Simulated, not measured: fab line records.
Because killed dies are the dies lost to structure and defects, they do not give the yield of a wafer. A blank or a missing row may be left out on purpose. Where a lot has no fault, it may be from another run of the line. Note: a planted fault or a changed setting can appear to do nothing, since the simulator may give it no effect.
Which of the tools did it? + flow sky130 + 24 lots, 72 wafers sampled, at 4 steps of a route of 708

## WHAT THE GAUGES SHOWED, per wafer
SKY_CAPM_THK_MEAS_01. Usual: CAPM_CVD_00_THK typically reads 15.42 nm, with standard deviation 0.2.
| lot  | measured     | on            | CAPM_CVD_00_THK (nm) | flag |
|------|--------------|---------------|----------------------|------|
| L074 | day 36 04:48 | film metro-03 | 15.22 15.87 15.57    |      |
| L075 | day 36 11:55 | film metro-04 | 15.18 15.39 15.78    |      |
| L076 | day 36 22:38 | film metro-01 | 15.05 15.62 15.40    |      |
| L077 | day 37 04:41 | film metro-04 | 15.19 15.72 15.64    |      |
| L078 | day 37 14:52 | film metro-03 | 15.15 15.44 15.55    |      |
| L079 | day 38 05:38 | film metro-04 | 15.28 15.53 15.86    |      |
| L080 | day 38 16:22 | film metro-01 | 15.44 15.30 15.52    |      |
| L081 | day 38 18:14 | film metro-01 | 15.51 15.84 15.38    |      |
| L082 | day 38 21:19 | film metro-01 | 15.22 15.31 15.34    |      |
| L083 | day 38 21:40 | film metro-04 | 15.37 15.36 15.29    |      |
| L084 | day 39 03:18 | film metro-04 | 15.13 15.12 15.57    |      |
| L085 | day 39 10:59 | film metro-03 | 15.56 15.63 15.78    |      |
| L086 | day 39 18:44 | film metro-03 | 15.42 15.50 15.88    |      |
| L087 | day 40 01:47 | film metro-01 | 15.33 15.48 15.25    |      |
| L088 | day 40 07:58 | film metro-03 | 15.51 15.26 15.12    |      |
| L089 | day 40 15:40 | film metro-03 | 15.05 15.44 15.67    |      |
| L090 | day 42 01:58 | film metro-04 | 15.49 15.07 15.45    |      |
| L092 | day 42 03:56 | film metro-03 | 15.40 15.80 15.23    |      |
| L091 | day 42 05:27 | film metro-01 | 15.16 15.37 15.22    |      |
| L093 | day 42 05:28 | film metro-03 | 15.29 15.16 15.52    |      |
| L094 | day 42 08:41 | film metro-04 | 15.22 15.97 15.63    |      |
| L095 | day 42 12:53 | film metro-04 | 15.40 15.35 15.36    |      |
| L096 | day 42 17:38 | film metro-04 | 15.44 15.41 15.43    |      |
| L097 | day 42 23:17 | film metro-01 | 15.41 15.35 15.52    |      |

SKY_VIA3_BOW_MEAS_03. Usual: VIA3_BOW typically reads 79 um, with standard deviation 8.5.
| lot  | measured     | on            | VIA3_BOW (um) | flag |
|------|--------------|---------------|---------------|------|
| L074 | day 38 11:43 | film metro-04 | 90 99 86      |      |
| L075 | day 38 18:22 | film metro-04 | 85 92 91      |      |
| L076 | day 39 04:03 | film metro-04 | 96 90 90      |      |
| L077 | day 39 09:46 | film metro-01 | 92 95 85      |      |
| L078 | day 39 19:38 | film metro-04 | 91 72 80      |      |
| L079 | day 40 09:36 | film metro-04 | 70 69 82      |      |
| L080 | day 40 19:56 | film metro-02 | 80 85 74      |      |
| L081 | day 40 22:07 | film metro-01 | 74 78 69      |      |
| L082 | day 41 00:50 | film metro-02 | 75 78 74      |      |
| L083 | day 41 01:09 | film metro-04 | 71 81 73      |      |
| L084 | day 41 06:41 | film metro-02 | 92 91 88      |      |
| L085 | day 41 15:20 | film metro-02 | 71 72 72      |      |
| L086 | day 41 22:19 | film metro-01 | 69 77 79      |      |
| L087 | day 42 04:05 | film metro-02 | 92 74 80      |      |
| L088 | day 42 10:49 | film metro-01 | 86 78 83      |      |
| L089 | day 42 16:34 | film metro-02 | 87 79 74      |      |
| L090 | day 44 02:12 | film metro-02 | 81 86 87      |      |
| L092 | day 44 03:41 | film metro-01 | 82 94 77      |      |
| L091 | day 44 04:38 | film metro-04 | 81 69 89      |      |
| L093 | day 44 04:55 | film metro-01 | 79 76 66      |      |
| L094 | day 44 08:19 | film metro-01 | 71 72 71      |      |
| L095 | day 44 12:54 | film metro-01 | 67 82 77      |      |
| L096 | day 44 16:26 | film metro-04 | 71 67 67      |      |
| L097 | day 44 22:58 | film metro-01 | 80 88 95      |      |

## WHICH TOOL RAN EACH LOT (tool, then ch and the chambers of the sampled wafers, then the start)
| lot  | SKY_METAL2_METAL_ETCH_19          | SKY_METAL3_SPUTTER_04        |
|------|-----------------------------------|------------------------------|
| L074 | rie metal-03 ch 0,1, day 34 23:07 | pvd sputter-04, day 36 04:44 |
| L075 | rie metal-02 ch 1, day 35 06:34   | pvd sputter-03, day 36 11:50 |
| L076 | rie metal-02 ch 0,1, day 35 17:24 | pvd sputter-01, day 36 22:32 |
| L077 | rie metal-03 ch 0,1, day 35 23:35 | pvd sputter-04, day 37 04:36 |
| L078 | rie metal-02 ch 0, day 36 09:39   | pvd sputter-03, day 37 14:48 |
| L079 | rie metal-03 ch 0,1, day 37 00:42 | pvd sputter-03, day 38 05:34 |
| L080 | rie metal-02 ch 0,1, day 37 11:56 | pvd sputter-03, day 38 16:17 |
| L081 | rie metal-01 ch 0,1, day 37 13:48 | pvd sputter-01, day 38 18:09 |
| L082 | rie metal-03 ch 0,1, day 37 16:39 | pvd sputter-01, day 38 21:15 |
| L083 | rie metal-01 ch 0,1, day 37 16:49 | pvd sputter-04, day 38 21:36 |
| L084 | rie metal-02 ch 0, day 37 22:52   | pvd sputter-03, day 39 03:13 |
| L085 | rie metal-03 ch 0,1, day 38 07:32 | pvd sputter-04, day 39 10:54 |
| L086 | rie metal-03 ch 0,1, day 38 15:05 | pvd sputter-03, day 39 18:38 |
| L087 | rie metal-02 ch 0,1, day 38 22:19 | pvd sputter-03, day 40 01:43 |
| L088 | rie metal-01 ch 0,1, day 39 03:30 | pvd sputter-01, day 40 07:53 |
| L089 | rie metal-01 ch 0,1, day 39 12:27 | pvd sputter-01, day 40 15:35 |
| L090 | rie metal-01 ch 0,1, day 40 23:00 | pvd sputter-03, day 42 01:54 |
| L092 | rie metal-03 ch 0,1, day 41 00:42 | pvd sputter-01, day 42 03:50 |
| L091 | rie metal-01 ch 0,1, day 41 03:01 | pvd sputter-03, day 42 05:23 |
| L093 | rie metal-03 ch 0,1, day 41 03:10 | pvd sputter-04, day 42 05:23 |
| L094 | rie metal-03 ch 0,1, day 41 05:52 | pvd sputter-04, day 42 08:37 |
| L095 | rie metal-01 ch 0,1, day 41 10:02 | pvd sputter-04, day 42 12:48 |
| L096 | rie metal-01 ch 0,1, day 41 14:54 | pvd sputter-01, day 42 17:31 |
| L097 | rie metal-03 ch 0,1, day 41 21:30 | pvd sputter-04, day 42 23:10 |
- SKY_METAL2_METAL_ETCH_19: etches the open film in Cl2/BCl3, stops on SiO2, target depth 360 nm, time 78 s.
- SKY_METAL3_SPUTTER_04: material TiN, target thk 70 nm, time 58.3 s.

## AS READ BY THE TOOLS THEMSELVES (means over the sampled wafers that have a number; for cases with no such wafer, the mark the record gives instead)
SKY_METAL2_METAL_ETCH_19. Usual: drypump motor current A 5.8 A, standard deviation 0.36; he backside leak sccm 3.37 sccm, standard deviation 0.26; oes product au 0.856 a.u., standard deviation 0.0061; throttle valve pct 22.264 %, standard deviation 0.0082.
| lot  | tool         | drypump motor current A (A) | he backside leak sccm (sccm) | oes product au (a.u.) | throttle valve pct (%) | flag |
|------|--------------|-----------------------------|------------------------------|-----------------------|------------------------|------|
| L074 | rie metal-03 | 5.9                         | 3.20                         | 0.858                 | 22.264                 |      |
| L075 | rie metal-02 | 6.0                         | 3.26                         | 0.856                 | 22.266                 |      |
| L076 | rie metal-02 | 6.2                         | 3.30                         | 0.857                 | 22.264                 |      |
| L077 | rie metal-03 | 5.9                         | 3.47                         | 0.847                 | 22.266                 |      |
| L078 | rie metal-02 | 6.3                         | 3.40                         | 0.855                 | 22.267                 |      |
| L079 | rie metal-03 | 5.9                         | 3.69                         | 0.861                 | 22.270                 |      |
| L080 | rie metal-02 | 6.2                         | 3.37                         | 0.862                 | 22.275                 |      |
| L081 | rie metal-01 | 5.4                         | 3.33                         | 0.856                 | 22.273                 |      |
| L082 | rie metal-03 | 5.9                         | 3.19                         | 0.858                 | 22.271                 |      |
| L083 | rie metal-01 | 5.7                         | 3.27                         | 0.852                 | 22.274                 |      |
| L084 | rie metal-02 | 6.3                         | 3.29                         | 0.859                 | 22.265                 |      |
| L085 | rie metal-03 | 5.9                         | 3.33                         | 0.860                 | 22.266                 |      |
| L086 | rie metal-03 | 5.9                         | 3.34                         | 0.856                 | 22.267                 |      |
| L087 | rie metal-02 | 6.2                         | 3.31                         | 0.862                 | 22.267                 |      |
| L088 | rie metal-01 | 5.4                         | 3.34                         | 0.847                 | 22.264                 |      |
| L089 | rie metal-01 | 5.4                         | 3.24                         | 0.862                 | 22.265                 |      |
| L090 | rie metal-01 | 5.7                         | 3.29                         | 0.853                 | 22.256                 |      |
| L092 | rie metal-03 | 5.9                         | 3.62                         | 0.853                 | 22.257                 |      |
| L091 | rie metal-01 | 5.7                         | 3.36                         | 0.853                 | 22.262                 |      |
| L093 | rie metal-03 | 5.9                         | 3.42                         | 0.855                 | 22.270                 |      |
| L094 | rie metal-03 | 5.9                         | 3.26                         | 0.858                 | 22.266                 |      |
| L095 | rie metal-01 | 5.7                         | 3.50                         | 0.861                 | 22.262                 |      |
| L096 | rie metal-01 | 5.4                         | 3.40                         | 0.856                 | 22.264                 |      |
| L097 | rie metal-03 | 5.9                         | 3.32                         | 0.860                 | 22.257                 |      |

SKY_METAL3_SPUTTER_04. Usual: 29.5 % for throttle valve pct, sd 0.98.
| lot  | tool           | throttle valve pct (%) | flag |
|------|----------------|------------------------|------|
| L074 | pvd sputter-04 | 29.3                   |      |
| L075 | pvd sputter-03 | 29.7                   |      |
| L076 | pvd sputter-01 | 30.2                   |      |
| L077 | pvd sputter-04 | 29.5                   |      |
| L078 | pvd sputter-03 | 28.6                   |      |
| L079 | pvd sputter-03 | 29.5                   |      |
| L080 | pvd sputter-03 | 30.6                   |      |
| L081 | pvd sputter-01 | 29.9                   |      |
| L082 | pvd sputter-01 | 30.4                   |      |
| L083 | pvd sputter-04 | 29.4                   |      |
| L084 | pvd sputter-03 | 28.7                   |      |
| L085 | pvd sputter-04 | 28.8                   |      |
| L086 | pvd sputter-03 | 29.6                   |      |
| L087 | pvd sputter-03 | 29.4                   |      |
| L088 | pvd sputter-01 | 30.0                   |      |
| L089 | pvd sputter-01 | 30.2                   |      |
| L090 | pvd sputter-03 | 29.8                   |      |
| L092 | pvd sputter-01 | 30.2                   |      |
| L091 | pvd sputter-03 | 29.3                   |      |
| L093 | pvd sputter-04 | 29.4                   |      |
| L094 | pvd sputter-04 | 29.9                   |      |
| L095 | pvd sputter-04 | 29.5                   |      |
| L096 | pvd sputter-01 | 30.2                   |      |
| L097 | pvd sputter-04 | 28.7                   |      |

## THE ANSWER, worked out from the rows above alone
Rule: a lot counts as off when the mean over its wafers that have a number is more than 3 standard deviations away from the usual mean. Also off: a lot with no number at a reading for which 4 or more lots have one. The other lots that the step has rows for count as sound. First the gauges in route order, then the tools' own readings, where a lot's mean is used as printed above. The first step at which some lot is off is used, and at that step the reading that is off furthest; a lot without a number counts as furthest.
None of the lots is off at any reading shown; this tells nothing.

## WHAT HAD BEEN PUT IN BY THE SIMULATOR
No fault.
